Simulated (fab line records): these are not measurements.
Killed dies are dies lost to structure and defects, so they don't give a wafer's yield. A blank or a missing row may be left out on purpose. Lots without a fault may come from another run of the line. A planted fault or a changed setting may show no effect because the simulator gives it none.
Problem report, 8D (eight disciplines) form, completed by code ; flow sky130 ; the parts of the form that need people (team, actions taken, sign-off) are left out

1. WHAT IS WRONG
killed_at_M4_up at SKY_PAD_OPEN_PROBE_99 reads a mean of 56.5 on 6 wafers of 2 lots; wafers without a fault read 3.0 with a standard deviation of 1.8. Measured from the usual mean, that is +30 standard deviations.
First observed at day 49 02:01: wafer L730.3, on prober-02. The record has a number at this step for 33 wafers belonging to 11 lots. The rule behind "out" and "out of limits": a value lying over 4 standard deviations away from the usual mean. The other wafers with a number count as sound.

2. WHAT THIS IS AND IS NOT
question;is;is not
which readings at this step;killed_at_M4_up, defect-limited-yield, killed-dies, sort_bin_3_pad_short, sort-n-pass, sort-yield-pct;killed_at_M0_to_M3, killed-at-contacts, killed-at-front-end, killed-at-other, killed-open, sort_bin_6_memory
which lots;L730, L732;L719, L720, L721, L722, L725, L726, L727, L728, L737
which wafers of those lots;all that have a number;-
read on which tools;prober-01, prober-02;-
when;from day 49 02:01;"up to then (24 sound wafers); but 3 sound wafers of L737 came after"

3. WHAT RULES OUT EACH SUSPECT
Counting: a tool at any process step up to the reading remains a suspect when it ran all the lots that are out and ran no sound lot after the first of those.
- plasma-asher-04 at SKY_METAL5_STRIP_16 (strips in O2/N2): kept. It processed each lot that is out, first L730 at day 47 06:56, and no sound lot thereafter; up to then, the last sound lot it processed was L728 at day 46 21:31.
Remaining after the count: plasma-asher-04 at SKY_METAL5_STRIP_16.

4. THE CAUSE (what the simulator had put in)
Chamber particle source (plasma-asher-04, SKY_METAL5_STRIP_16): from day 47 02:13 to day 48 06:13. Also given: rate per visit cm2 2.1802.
This tool alone remained once counting was done.

5. THE CHAIN OF EFFECTS, in route order
Each row: a reading where the mean over the struck wafers with a number is more than 3 standard deviations away from the usual. Only readings whose record carries a usual standard deviation are examined. hours: median over the lots of the time between each lot's start at the first step of this table that gives one and its start at this step. sigmas: the change, counted in usual standard deviations.
hours;step;reading;usual;on struck wafers;change;sigmas
0;SKY_PAD_OPEN_PROBE_99;defect-limited-yield;82.6 %;73.0;-9.6;-5.0
0;SKY_PAD_OPEN_PROBE_99;killed_at_M4_up;3.0;56.5;+53.5;+30
0;SKY_PAD_OPEN_PROBE_99;killed-dies;86;133;+47;+5.1
0;SKY_PAD_OPEN_PROBE_99;sort_bin_3_pad_short;0.8 %;4.0;+3.2;+8.3
0;SKY_PAD_OPEN_PROBE_99;sort_bin_5_function;10.2 %;16.0;+5.8;+4.4
0;SKY_PAD_OPEN_PROBE_99;sort-n-pass;406;359;-47;-5.1
0;SKY_PAD_OPEN_PROBE_99;sort-yield-pct;82.6 %;73.0;-9.6;-5.0
It contains these process steps:
- SKY_PAD_OPEN_PROBE_99

6. WHAT WOULD HAVE CAUGHT IT SOONER
In this record the first reading out of limits was taken at day 49 02:01, 48 hours after the fault began at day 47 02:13.
An alarm limit of 4 standard deviations would not have fired on the tool readings at SKY_METAL5_STRIP_16 for which the record gives a usual standard deviation, since none of them was out on any struck wafer.
Each of the lots that are out, 2 in all, had begun SKY_METAL5_STRIP_16 on plasma-asher-04 no later than day 49 02:01. Holding the tool at that point would not have protected any of them.
